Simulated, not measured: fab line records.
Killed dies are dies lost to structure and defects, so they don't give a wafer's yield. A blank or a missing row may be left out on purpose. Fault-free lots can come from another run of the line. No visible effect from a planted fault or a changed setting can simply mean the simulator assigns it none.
fab line records + flow gf180mcu
[record]
- lots = 6
- wafers = 18
- last_day = 34
route steps=602 shown NWELL@137 LVPWELL@138 MVPSD@139 VT_IMPLANT@140 DUAL_GATE@141
lots that met no fault: from a run of the same line without faults
start_h: hours from the record's opening day to when the first of the lot's shown wafers began + wait_h: how many hours have passed since the lot's step before this one + " the same as in the row above + L1.1+2: a single row standing in for several wafers + - no value present, or no start provided + * or withheld: withheld + < > ~ a bound
route shown NAME@n: names a module that has steps shown in the file, with the first one's number in the route + usual: average and standard deviation across the fault-free wafers + same: alike in all rows + chamber/n: place in a boat + sites: per-site readings + _std_site: standard deviation of those values + _edge_site: outer sites' mean less inner sites' + radius_mm: for every site, how far away it sits from the centre of the wafer + mask NAME#n: copy n + behind: the tool/chamber that last shaped the wafer + hold: reason for holding the lot/hours on hold/outcome of the hold + device: names the non-switching transistor (n, p or np) + end of line: the tests these same wafers got at the end of their route + for a step that has no rows: nothing shown but its recipe + killed: at the first sort, the dies lost to defects and structure; wafer yield is something else + map: the dies of a wafer, with x for killed, . for not killed, _ for no die there
set.NAME: the setting that was run; set.NAME@STEP: the one run at that earlier step + model.NAME: the simulator's own value behind a step, which no gauge read
lots at some steps of the route; a table a step, a row a wafer
services: from which hour (start_h, from the record's first day; less than 0 if before it) a tool's chamber was out of use, for how many hours, and why
[[steps]]
[step GF_VT_IMPLANT_RS_MEAS_47]
[recipe]
- thk_meas_gauge = four-point-probe
[usual]
- NWELL_RS = 487.8/1.3
| lot.wafer | tool          | chamber | start_h | wait_h | NWELL_RS[ohm/sq] |
|-----------|---------------|---------|---------|--------|------------------|
| L411.2    | film_metro-01 | -       | 164.78  | 0.1    | 487.1            |
| L411.4    | "             | -       | "       | "      | 487.1            |
| L411.5    | "             | -       | "       | "      | 488.2            |
| L415.4    | film_metro-04 | -       | 193.18  | 0.1    | 487.6            |
| L415.5    | "             | -       | "       | "      | 486.8            |
| L415.6    | "             | -       | "       | "      | 488.5            |
| L417.2    | film_metro-03 | -       | 207.79  | 0.1    | 485.4            |
| L417.3    | "             | -       | "       | "      | 488.4            |
| L417.6    | "             | -       | "       | "      | 488.4            |
| L418.2    | film_metro-03 | -       | 215.71  | 0.1    | 487.9            |
| L418.3    | "             | -       | "       | "      | 488.0            |
| L418.6    | "             | -       | "       | "      | 486.5            |
| L430.2    | film_metro-01 | -       | 295.78  | 0.1    | 487.8            |
| L430.3    | "             | -       | "       | "      | 488.3            |
| L430.6    | "             | -       | "       | "      | 488.6            |
| L433.1    | film_metro-01 | -       | 313.69  | 0.1    | 486.5            |
| L433.5    | "             | -       | "       | "      | 485.6            |
| L433.6    | "             | -       | "       | "      | 486.6            |
[step GF_VT_IMPLANT_RS_MEAS_48]
[recipe]
- thk_meas_gauge = four-point-probe
[usual]
- LVPWELL_RS = 1197/3.5
| lot.wafer | tool          | chamber | start_h | wait_h | LVPWELL_RS[ohm/sq] |
|-----------|---------------|---------|---------|--------|--------------------|
| L411.2    | film_metro-01 | -       | 164.90  | 0.1    | 1199               |
| L411.4    | "             | -       | "       | "      | 1197               |
| L411.5    | "             | -       | "       | "      | 1196               |
| L415.4    | film_metro-04 | -       | 193.30  | 0.1    | 1195               |
| L415.5    | "             | -       | "       | "      | 1197               |
| L415.6    | "             | -       | "       | "      | 1197               |
| L417.2    | film_metro-03 | -       | 207.91  | 0.1    | 1195               |
| L417.3    | "             | -       | "       | "      | 1190               |
| L417.6    | "             | -       | "       | "      | 1196               |
| L418.2    | film_metro-03 | -       | 215.83  | 0.1    | 1197               |
| L418.3    | "             | -       | "       | "      | 1196               |
| L418.6    | "             | -       | "       | "      | 1197               |
| L430.2    | film_metro-01 | -       | 295.90  | 0.1    | 1197               |
| L430.3    | "             | -       | "       | "      | 1195               |
| L430.6    | "             | -       | "       | "      | 1199               |
| L433.1    | film_metro-01 | -       | 313.81  | 0.1    | 1199               |
| L433.5    | "             | -       | "       | "      | 1199               |
| L433.6    | "             | -       | "       | "      | 1201               |
[step GF_VT_IMPLANT_RS_MEAS_49]
[recipe]
- thk_meas_gauge = four-point-probe
[usual]
- MVPSD_RS = 1169.0/2.8
| lot.wafer | tool          | chamber | start_h | wait_h | MVPSD_RS[ohm/sq] |
|-----------|---------------|---------|---------|--------|------------------|
| L411.2    | film_metro-01 | -       | 165.02  | 0.1    | 1168.7           |
| L411.4    | "             | -       | "       | "      | 1169.8           |
| L411.5    | "             | -       | "       | "      | 1169.6           |
| L415.4    | film_metro-04 | -       | 193.42  | 0.1    | 1166.1           |
| L415.5    | "             | -       | "       | "      | 1169.1           |
| L415.6    | "             | -       | "       | "      | 1167.2           |
| L417.2    | film_metro-03 | -       | 208.03  | 0.1    | 1168.1           |
| L417.3    | "             | -       | "       | "      | 1170.6           |
| L417.6    | "             | -       | "       | "      | 1171.5           |
| L418.2    | film_metro-03 | -       | 215.95  | 0.1    | 1169.0           |
| L418.3    | "             | -       | "       | "      | 1168.7           |
| L418.6    | "             | -       | "       | "      | 1167.0           |
| L430.2    | film_metro-01 | -       | 296.02  | 0.1    | 1168.1           |
| L430.3    | "             | -       | "       | "      | 1168.1           |
| L430.6    | "             | -       | "       | "      | 1167.6           |
| L433.1    | film_metro-01 | -       | 313.93  | 0.1    | 1170.7           |
| L433.5    | "             | -       | "       | "      | 1163.9           |
| L433.6    | "             | -       | "       | "      | 1167.1           |
[step GF_VT_IMPLANT_WET_ETCH_50]
[recipe]
- chemistry = dHF
- target_depth_nm = 20
- target = SiO2
- temp_c = 25
- dilution = 100:1
- time_s = 400
[step GF_DUAL_GATE_CLEAN_00]
[recipe]
- chemistry = SC1/SC2
- mix = 1:4:20
- temp_c = 70
- time_s = 150
[step GF_DUAL_GATE_CLEAN_01]
[recipe]
- chemistry = dHF
- time_s = 20
- dilution = 100:1
- dry = ipa_marangoni
[step GF_DUAL_GATE_OXIDATION_02]
[recipe]
- temp_c = 900
- ambient = O2
- stabilise_s = 600
- purge_s = 300
- target_thk_a = 108.87
- ox_time_s = 1602
[step GF_DUAL_GATE_THK_MEAS_03]
[recipe]
- reads = SiO2_of_DUAL_GATE_OXIDATION_02
[usual]
- DUAL_GATE_OXIDATION_00_THK = 10.92/0.22
| lot.wafer | tool          | chamber | start_h | wait_h | DUAL_GATE_OXIDATION_00_THK[nm] |
|-----------|---------------|---------|---------|--------|--------------------------------|
| L411.2    | film_metro-04 | -       | 167.30  | 0.0    | 11.03                          |
| L411.4    | "             | -       | "       | "      | 11.33                          |
| L411.5    | "             | -       | "       | "      | 11.19                          |
| L415.4    | film_metro-03 | -       | 195.13  | 0.0    | 11.28                          |
| L415.5    | "             | -       | "       | "      | 11.06                          |
| L415.6    | "             | -       | "       | "      | 11.09                          |
| L417.2    | film_metro-02 | -       | 211.43  | 0.0    | 10.96                          |
| L417.3    | "             | -       | "       | "      | 10.97                          |
| L417.6    | "             | -       | "       | "      | 10.84                          |
| L418.2    | film_metro-02 | -       | 218.25  | 0.0    | 10.95                          |
| L418.3    | "             | -       | "       | "      | 10.95                          |
| L418.6    | "             | -       | "       | "      | 10.93                          |
| L430.2    | film_metro-02 | -       | 299.06  | 0.0    | 10.90                          |
| L430.3    | "             | -       | "       | "      | 10.88                          |
| L430.6    | "             | -       | "       | "      | 11.13                          |
| L433.1    | film_metro-02 | -       | 316.57  | 0.0    | 11.05                          |
| L433.5    | "             | -       | "       | "      | 11.00                          |
| L433.6    | "             | -       | "       | "      | 10.95                          |
[step GF_DUAL_GATE_DEHYDRATE_04]
[recipe]
- temp_c = 200
- time_s = 60
[step GF_DUAL_GATE_HMDS_05]
[recipe]
- prime_time_s = 60
- prime_temp_c = 120
[step GF_DUAL_GATE_COAT_06]
[recipe]
- resist = NOVOLAK
- spin_rpm = 3000
- resist_thk_nm = 1000
[step GF_DUAL_GATE_SOFTBAKE_07]
[recipe]
- temp_c = 90
- time_s = 60
- resist = NOVOLAK
[step GF_DUAL_GATE_EXPOSE_08]
[recipe]
- mask_id = Dualgate
- target_cd_nm = 700
- na = 0.6
- source_shape = conventional
- sigma_outer = 0.6
- dose_mj = 140
[usual]
- exposure_dose_mJ_cm2 = 140.03/0.13
- focus_offset_nm = -0.1/0.55
| lot.wafer | tool             | chamber | start_h | wait_h | mask       | exposure_dose_mJ_cm2 | focus_offset_nm |
|-----------|------------------|---------|---------|--------|------------|----------------------|-----------------|
| L411.2    | iline_stepper-02 | 0       | 175.29  | -      | Dualgate#0 | 140.10               | -0.6            |
| L411.4    | "                | 0       | "       | "      | Dualgate#0 | 140.16               | 0.5             |
| L411.5    | "                | 0       | "       | "      | Dualgate#0 | 140.02               | -0.1            |
| L415.4    | iline_stepper-02 | 0       | 204.20  | -      | Dualgate#0 | 139.94               | 0.1             |
| L415.5    | "                | 0       | "       | "      | Dualgate#0 | 139.95               | -0.2            |
| L415.6    | "                | 0       | "       | "      | Dualgate#0 | 140.20               | 0.4             |
| L417.2    | iline_stepper-01 | -       | 220.59  | -      | Dualgate#0 | -                    | -               |
| L417.3    | "                | -       | "       | "      | Dualgate#0 | -                    | -               |
| L417.6    | "                | -       | "       | "      | Dualgate#0 | -                    | -               |
| L418.2    | iline_stepper-02 | -       | 227.11  | -      | Dualgate#0 | -                    | -               |
| L418.3    | "                | -       | "       | "      | Dualgate#0 | -                    | -               |
| L418.6    | "                | -       | "       | "      | Dualgate#0 | -                    | -               |
| L430.2    | iline_stepper-02 | 0       | 309.25  | -      | Dualgate#0 | 140.20               | 0.3             |
| L430.3    | "                | 0       | "       | "      | Dualgate#0 | 140.12               | 0.1             |
| L430.6    | "                | 0       | "       | "      | Dualgate#0 | 140.21               | 0.1             |
| L433.1    | iline_stepper-01 | 0       | 327.00  | -      | Dualgate#0 | 140.19               | -0.2            |
| L433.5    | "                | 0       | "       | "      | Dualgate#0 | 140.24               | 0.3             |
| L433.6    | "                | 0       | "       | "      | Dualgate#0 | 140.15               | 0.2             |
[step GF_DUAL_GATE_PEB_09]
[recipe]
- temp_c = withheld
- time_s = *
- resist = NOVOLAK
[[services]]
| tool             | chamber | start_h | hours | kind        |
|------------------|---------|---------|-------|-------------|
| iline_stepper-01 | -       | 156.62  | 1.7   | pm          |
| iline_stepper-01 | -       | 159.23  | 6.6   | repair      |
| iline_stepper-02 | -       | 239.77  | 1.6   | repair      |
| iline_stepper-02 | 0       | 257.94  | -     | calibration |
| iline_stepper-02 | -       | 309.43  | 5.2   | repair      |
| iline_stepper-01 | -       | 320.83  | 4.4   | pm          |
[[key]]
[first_sign]
- step = GF_DUAL_GATE_EXPOSE_08
- reading = tool_record
- direction = missing
effect none on later readings
met_at GF_DUAL_GATE_EXPOSE_08
struck_wafers L417.2,L417.3,L417.6,L418.2,L418.3,L418.6
later_rows_left_out L417.2,L417.3,L417.6,L418.2,L418.3,L418.6
sort_left_out L417.2,L417.3,L417.6,L418.2,L418.3,L418.6
tester_left_out L417,L418
onset_between 204.20 220.59
[fault]
- kind = skipped_step_whole
- tool = iline_stepper-01,iline_stepper-02
- chamber = -
- onset_h = 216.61
- steps = GF_DUAL_GATE_EXPOSE_08
- scope = struck_lots_only
// tester_left_out: of these lots the tester's yield and bins aren't shown, on N5 and GAA mostly nor the transistor test; their killed dies are dies lost to structure and defects alone, not to doping, threshold or leakage, so they don't give the yield
// sort_left_out: the simulated sort isn't trusted on such a fault, so these wafers' sort isn't shown, and their yield isn't known
// later_rows_left_out: the simulator's readings of these wafers behind a module that went badly wrong aren't trusted and aren't shown, but for the sort
